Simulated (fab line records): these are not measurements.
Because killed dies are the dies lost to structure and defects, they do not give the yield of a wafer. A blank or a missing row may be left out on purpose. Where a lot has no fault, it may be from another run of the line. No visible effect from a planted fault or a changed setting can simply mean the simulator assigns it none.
Split-lot trial	flow gf180mcu	route with 602 steps; 5 lots, 23 wafers read

== THE SPLIT ITSELF ==
At GF_V4_EXPOSE_11 (exposes mask Via4, target cd 260 nm), the setting dose_mj was moved away from the recipe's 38 on 10 of the 23 wafers read, by -4.0% to +4.3%. For the rest of the wafers, this setting stayed at what the recipe calls for.

== FROM THE SPLIT TO THE READING: what the file shows between them, 2 steps ==
- GF_V4_PEB_12: peb time 90 s
- GF_V4_DEVELOP_13: develop time 58.91 s

== THE READING ==
cd_nm, in nm, at GF_V4_CD_MEAS_14 (target cd 260 nm). A value of 260.2 nm with a standard deviation of 0.95 nm is what fault-free wafers of this fab line usually give.

wafer	tool, chamber at the split	dose_mj as run	against the recipe	cd_nm, nm	against lot-mates on the recipe
L074.1	krf_scanner-02, 0	38.98	+2.6%	264.4	+4.0
L074.2	krf_scanner-02, 0	38	recipe	260.2	-
L074.3	krf_scanner-02, 0	38	recipe	260.6	-
L074.4	krf_scanner-02, 0	38	recipe	260.3	-
L074.6	krf_scanner-02, 0	38.98	+2.6%	264.1	+3.7
L076.1	krf_scanner-01, 0	36.48	-4.0%	253.4	-6.8
L076.2	krf_scanner-01, 0	36.48	-4.0%	253.0	-7.2
L076.4	krf_scanner-01, 0	38	recipe	259.8	-
L076.5	krf_scanner-01, 0	36.48	-4.0%	254.1	-6.2
L076.6	krf_scanner-01, 0	38	recipe	260.7	-
L077.1	krf_scanner-01, 0	38	recipe	260.1	-
L077.5	krf_scanner-01, 0	38	recipe	259.7	-
L077.6	krf_scanner-01, 0	38	recipe	260.8	-
L078.1	krf_scanner-02, 0	38	recipe	259.1	-
L078.2	krf_scanner-02, 0	38.79	+2.1%	263.1	+3.6
L078.4	krf_scanner-02, 0	38	recipe	260.0	-
L078.5	krf_scanner-02, 0	38.79	+2.1%	263.4	+3.8
L078.6	krf_scanner-02, 0	38.79	+2.1%	263.9	+4.3
L080.2	krf_scanner-02, 0	38	recipe	259.9	-
L080.3	krf_scanner-02, 0	38	recipe	259.0	-
L080.4	krf_scanner-02, 0	38	recipe	259.7	-
L080.5	krf_scanner-02, 0	39.65	+4.3%	266.7	+7.2
L080.6	krf_scanner-02, 0	39.65	+4.3%	265.3	+5.8

FIT RESULTS
A straight line over all 23 wafers: cd_nm changes by +1.55 nm for each +1% of dose_mj; r = +0.99; the points scatter about the line by 0.59 nm.
The same after taking each lot's own level away (the mean of its wafers on the recipe; 23 wafers): +1.62 nm for each +1%; r = +0.99; scatter 0.53 nm.
According to that fit, moving dose_mj by its largest amount changes the reading by 7.1 nm.
Across the lots, their own levels run from 259.53 to 260.37 nm, a range of 0.9 times the standard deviation given above.
Hence the lot-to-lot level has little effect on the slope; both slopes agree.
Check: with one of the wafers moved furthest among these (+4.3%) left out of the fit, the line predicts +6.98 nm for it against its lot-mates. Against them it came out at +7.17 nm.

== THE OTHER SPLITS THESE WAFERS WENT THROUGH ==
Note: prior to the reading, these wafers also went through further splits. Each is held against what the fit with the lots' levels taken away leaves over:
other split on the same wafers	wafers away from the commonest value	r with cd_nm (lot level and that fit taken away)
GF_V3_PEB_12 peb_time_s	11	+0.00
GF_V3_CMP_26 t_overpolish_s	8	+0.13
GF_M4_SPUTTER_04 time_s	9	+0.05
GF_M4_EXPOSE_11 dose_mj	7	+0.50
GF_V4_CMP_04 leave_above_ref_nm	8	+0.03

== THE WHOLE CHAIN: every reading that the file lists as answering this split, in the file's order ==
step	what it does	reading	change (the file's fit)	r (the file's)
GF_V4_DEVELOP_13	develop time 58.91 s	V4.cd_nm (the simulator's own value, which no gauge read)	+1.59 nm for each +1% of the setting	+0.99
GF_V4_CD_MEAS_14	target cd 260 nm	cd_nm	+1.6 nm for each +1% of the setting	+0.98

== FILE'S OWN FIT ==
cd_nm changes by +1.6 nm for each +1% of dose_mj, r = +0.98.
